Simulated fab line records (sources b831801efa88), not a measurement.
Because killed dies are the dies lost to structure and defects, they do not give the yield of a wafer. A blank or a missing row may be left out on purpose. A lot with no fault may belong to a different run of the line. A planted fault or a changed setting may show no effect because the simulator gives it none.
Matching of chambers + flow sky130 + 4 sister chambers for SKY_VIA1_CMP_24 on cmp-01
The step polishes, stops on SiO2, t overpolish 15 s, target thk 0 nm. 4 wafers are shown with their chamber, then 12 later ones without.

== WAFERS PAIRED WITH THEIR CHAMBERS ==
| wafer  | chamber | motor-current-A (A) |
|--------|---------|---------------------|
| L086.5 | 3       | 10.3                |
| L086.6 | 2       | 9.6                 |
| L090.5 | 0       | 11.8                |
| L090.6 | 1       | 11.4                |

== WAFERS WHOSE CHAMBER IS MISSING ==
| wafer  | motor-current-A (A) |
|--------|---------------------|
| L091.3 | 11.5                |
| L091.4 | 12.2                |
| L091.6 | 11.1                |
| L095.1 | 11.2                |
| L095.2 | 11.1                |
| L095.6 | 11.1                |
| L096.1 | 10.5                |
| L096.3 | 11.7                |
| L096.4 | 10.0                |
| L096.2 | 11.3                |
| L096.5 | 11.3                |
| L096.6 | 11.1                |

== WHICH CHAMBER EACH WENT THROUGH ==
| wafer  | from the rows above     | in truth                   |
|--------|-------------------------|----------------------------|
| L091.3 | can't be placed: 1 or 0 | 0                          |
| L091.4 | can't be placed: 0 or 1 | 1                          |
| L091.6 | can't be placed: 1 or 0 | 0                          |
| L095.1 | can't be placed: 1 or 0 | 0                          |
| L095.2 | can't be placed: 1 or 0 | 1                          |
| L095.6 | can't be placed: 1 or 0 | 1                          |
| L096.1 | 3                       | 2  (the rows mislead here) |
| L096.3 | can't be placed: 0 or 1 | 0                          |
| L096.4 | can't be placed: 3 or 2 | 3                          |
| L096.2 | can't be placed: 1 or 0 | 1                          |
| L096.5 | can't be placed: 1 or 0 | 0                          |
| L096.6 | can't be placed: 1 or 0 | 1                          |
Placed correctly: 0 of 12. Not placeable from these rows: 11 (in 11, the candidates include the true chamber). Wrongly placed: 1.
How it was worked out, from the rows above alone: a wafer's distance from a chamber is the root of the sum, over the readings, of the square of ((its reading less the chamber's mean) divided by the reading's scatter). If the next closest chamber is less than 2 further off than the closest, the wafer can't be placed; otherwise it belongs to the closest. For every chamber, the mean is computed from those of its wafers that are shown. The scatter: root of mean squared gap, hidden wafer to nearest shown wafer, with one shown wafer a chamber.
